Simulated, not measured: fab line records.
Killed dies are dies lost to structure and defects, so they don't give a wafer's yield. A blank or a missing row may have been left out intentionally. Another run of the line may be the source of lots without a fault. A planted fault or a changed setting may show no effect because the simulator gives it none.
Which tool did it?    flow gf180mcu    12 lots (36 wafers sampled), 1 step of a 602-step route

== WHAT THE GAUGES READ, wafer by wafer ==
GF_SALICIDE_RS_MEAS_04: measures by four-point-probe. Usual: SALICIDE_TIN_RS 16.4 ohm/sq, standard deviation 0.31.
lot   measured      on            SALICIDE_TIN_RS (ohm/sq)  flag
L821  day 15 17:14  filmMetro-03  16.6 16.1 16.0            
L822  day 16 06:08  filmMetro-03  16.2 16.3 16.1            
L824  day 16 22:04  filmMetro-03  16.5 16.3 15.9            
L826  day 17 23:33  filmMetro-03  16.3 16.1 16.7            
L827  day 18 03:38  filmMetro-03  16.3 16.7 16.5            
L828  day 18 05:20  filmMetro-03  16.6 16.6 16.2            
L829  day 18 14:19  filmMetro-02  17.0 16.8 16.3            
L838  day 22 02:55  filmMetro-02  16.6 16.5 16.1            
L839  day 22 14:14  filmMetro-02  16.0 16.7 16.4            
L841  day 23 01:01  filmMetro-01  16.7 16.5 16.5            
L840  day 23 02:14  filmMetro-03  15.8 16.1 16.5            
L842  day 23 11:07  filmMetro-02  17.1 16.5 16.8            

== EACH LOT AND THE TOOL THAT RAN IT (in order: tool; ch and the chambers of the sampled wafers; start) ==
The record shows no process step preceding these readings.

== WHAT THE TOOLS THEMSELVES READ (means of the sampled wafers that have a number; where no wafer has one, the mark that the record gives instead) ==
The record holds no such reading with a usual standard deviation.

== THE ANSWER, worked out from the rows above alone ==
Rule: lot off if the mean of its wafers having a number is beyond 3 standard deviations from the usual mean. Also off: a lot with no number at a reading for which 4 or more lots have one. Any other lot the step has rows for is counted as sound. After the gauges, taken in route order, come the tools' own readings; for these a lot's mean is taken, as printed above. At the first step where some lot is off, the reading lying furthest off is the one used; lots without a number count as furthest.
No lot is off at any reading shown: from this, nothing can be told.

== WHAT HAD BEEN PUT IN BY THE SIMULATOR ==
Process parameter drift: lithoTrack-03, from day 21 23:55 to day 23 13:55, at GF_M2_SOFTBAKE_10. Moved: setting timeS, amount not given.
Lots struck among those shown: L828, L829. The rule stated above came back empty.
